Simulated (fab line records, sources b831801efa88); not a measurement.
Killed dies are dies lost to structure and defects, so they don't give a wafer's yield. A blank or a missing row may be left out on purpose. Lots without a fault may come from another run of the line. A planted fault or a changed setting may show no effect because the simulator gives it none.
Problem report in the 8D (eight disciplines) form, filled by code | flow gf180mcu | the parts of the form that need people (team, actions taken, sign-off) are left out

1. THE PROBLEM
strip_time_to_endpoint_s at GF_MVPSD_STRIP_10 reads a mean of 21.93 s on 5 wafers of 3 lots; wafers without a fault read 36.99 s with a standard deviation of 0.091. That is -99 or more standard deviations from the usual mean.
The step: strips in O2/N2.
First seen on wafer L516.3, day 9 18:50, on plasma_asher-03. The record holds 45 wafers of 15 lots with a number at this step. Rule for "out", or "out of limits": more than 4 standard deviations from the usual mean. The other wafers with a number count as sound.

2. WHAT IT IS AND WHAT IT IS NOT
question                    | is                                                | is not
which readings at this step | strip_time_to_endpoint_s                          | drypump_motor_current_A, heater_power_w, n2_flow_sccm
which lots                  | L516, L519, L520                                  | L497, L500, L502, L503, L504, L505, L506, L507, L508, L511, L517, L518
which wafers of those lots  | L516.3, L516.4, L519.4, L520.3, L520.4            | L516.6, L519.1, L519.2, L520.6
read on which tools         | plasma_asher-01, plasma_asher-03, plasma_asher-04 | -
when                        | from day 9 18:50                                  | up to then (31 sound wafers); but 9 sound wafers of L517, L518, L519, L520 came after

3. SUSPECTS, AND WHAT RULES EACH OUT
Counting: a tool at a process step up to the reading stays a suspect if it ran every lot that is out. Sound lots after the first of them don't rule it out here, since some wafers of a struck lot are sound.
- litho_track-04 at GF_MVPSD_COAT_02 (resist thk 3000 nm): kept. It ran every lot that is out, first L516 (day 9 09:43); its last sound lot up to then is L504 (day 6 10:28).
Left after counting: litho_track-04 at GF_MVPSD_COAT_02.

4. THE CAUSE (what the simulator had put in)
Process parameter drift: litho_track-04, from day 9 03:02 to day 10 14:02, at GF_MVPSD_COAT_02. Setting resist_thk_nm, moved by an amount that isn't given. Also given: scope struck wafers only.
Counting left only this tool.

5. THE CHAIN OF EFFECTS, in route order
Each row: a reading whose mean over the struck wafers that have a number lies more than 3 standard deviations from the usual. Only readings for which the record gives a usual standard deviation are gone through. hours: the time from each lot's start at the first step in this table that gives one to its start at this step, as a median over the lots. sigmas: the change in usual standard deviations.
hours | step              | reading                  | usual   | on struck wafers | change | sigmas
0     | GF_MVPSD_STRIP_10 | strip_time_to_endpoint_s | 36.99 s | 21.93            | -15.06 | -99 or more
The process steps in it:
- GF_MVPSD_STRIP_10: strips in O2/N2.
Later measuring or inspecting steps at which every struck wafer that the step has a row for has a number for every such reading, and none has moved that far: GF_POLY_GATE_OVL_MEAS_11.

6. WHAT WOULD HAVE CAUGHT IT SOONER
In this record the first reading out of limits was taken at day 9 18:50, 16 hours after the fault began at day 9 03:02.
Of the tool readings at GF_MVPSD_COAT_02 for which the record gives a usual standard deviation, none was out on any struck wafer, so an alarm limit of 4 standard deviations on them would not have fired.
Of the lots that are out (3), L519, L520 began GF_MVPSD_COAT_02 on litho_track-04 after day 9 18:50. A hold on the tool at that time would have spared those 2.
